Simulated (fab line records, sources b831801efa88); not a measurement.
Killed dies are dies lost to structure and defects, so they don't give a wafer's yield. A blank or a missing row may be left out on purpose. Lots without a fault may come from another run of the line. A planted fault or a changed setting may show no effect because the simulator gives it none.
Problem report in the 8D (eight disciplines) form, filled by code | flow sky130 | the parts of the form that need people (team, actions taken, sign-off) are left out

1. THE PROBLEM
run_length_s at SKY_METAL4_ETCH_16 reads a mean of 88.5 s on 3 wafers of 2 lots; wafers without a fault read 116.6 s with a standard deviation of 0.31. That is -91 standard deviations from the usual mean.
The step: etches BARC in N2/H2, stops on SiO2, time 88.2 s, target depth 60 nm.
First seen on wafer L711.2, day 46 20:49, on rie_metal-01. The record holds 33 wafers of 11 lots with a number at this step. Rule for "out", or "out of limits": more than 4 standard deviations from the usual mean. The other wafers with a number count as sound.

2. WHAT IT IS AND WHAT IT IS NOT
question                    | is                           | is not
which readings at this step | run_length_s, oes_product_au | drypump_motor_current_A
which lots                  | L711, L712                   | L693, L697, L700, L701, L702, L704, L705, L710, L714
which wafers of those lots  | L711.2, L711.4, L712.3       | L711.1, L712.2, L712.5
read on which tools         | rie_metal-01                 | rie_metal-02, rie_metal-04
when                        | from day 46 20:49            | up to then (25 sound wafers); but 5 sound wafers of L712, L714 came after

3. SUSPECTS, AND WHAT RULES EACH OUT
Counting: a tool at a process step up to the reading stays a suspect if it ran every lot that is out. Sound lots after the first of them don't rule it out here, since some wafers of a struck lot are sound.
- rie_metal-01 at SKY_METAL4_ETCH_16 (etches BARC in N2/H2, stops on SiO2, time 88.2 s, target depth 60 nm): kept. It ran every lot that is out, first L711 (day 46 20:49); its last sound lot up to then is L704 (day 45 03:23). Its own readings are out on those wafers: oes_product_au, run_length_s.
- Within rie_metal-01 at SKY_METAL4_ETCH_16: the wafers that are out ran in chamber 1; their sound lot-mates ran in chamber 0.
Left after counting: rie_metal-01 at SKY_METAL4_ETCH_16.

4. THE CAUSE (what the simulator had put in)
Process parameter drift: rie_metal-01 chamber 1, from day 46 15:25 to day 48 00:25, at SKY_METAL4_ETCH_16. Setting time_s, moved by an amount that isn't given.
Counting left only this tool.

5. THE CHAIN OF EFFECTS, in route order
Each row: a reading whose mean over the struck wafers that have a number lies more than 3 standard deviations from the usual. Only readings for which the record gives a usual standard deviation are gone through. hours: the time from each lot's start at the first step in this table that gives one to its start at this step, as a median over the lots. sigmas: the change in usual standard deviations.
hours | step               | reading        | usual      | on struck wafers | change | sigmas
0     | SKY_METAL4_ETCH_16 | oes_product_au | 0.627 a.u. | 0.861            | +0.234 | +54
0     | SKY_METAL4_ETCH_16 | run_length_s   | 116.6 s    | 88.5             | -28.1  | -91
The process steps in it:
- SKY_METAL4_ETCH_16: etches BARC in N2/H2, stops on SiO2, time 88.2 s, target depth 60 nm.
Readings that are blank on the struck wafers while sound wafers have them: rf_fwd_power_W at SKY_METAL4_ETCH_16.

6. WHAT WOULD HAVE CAUGHT IT SOONER
In this record the first reading out of limits was taken at day 46 20:49, 5 hours after the fault began at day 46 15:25.
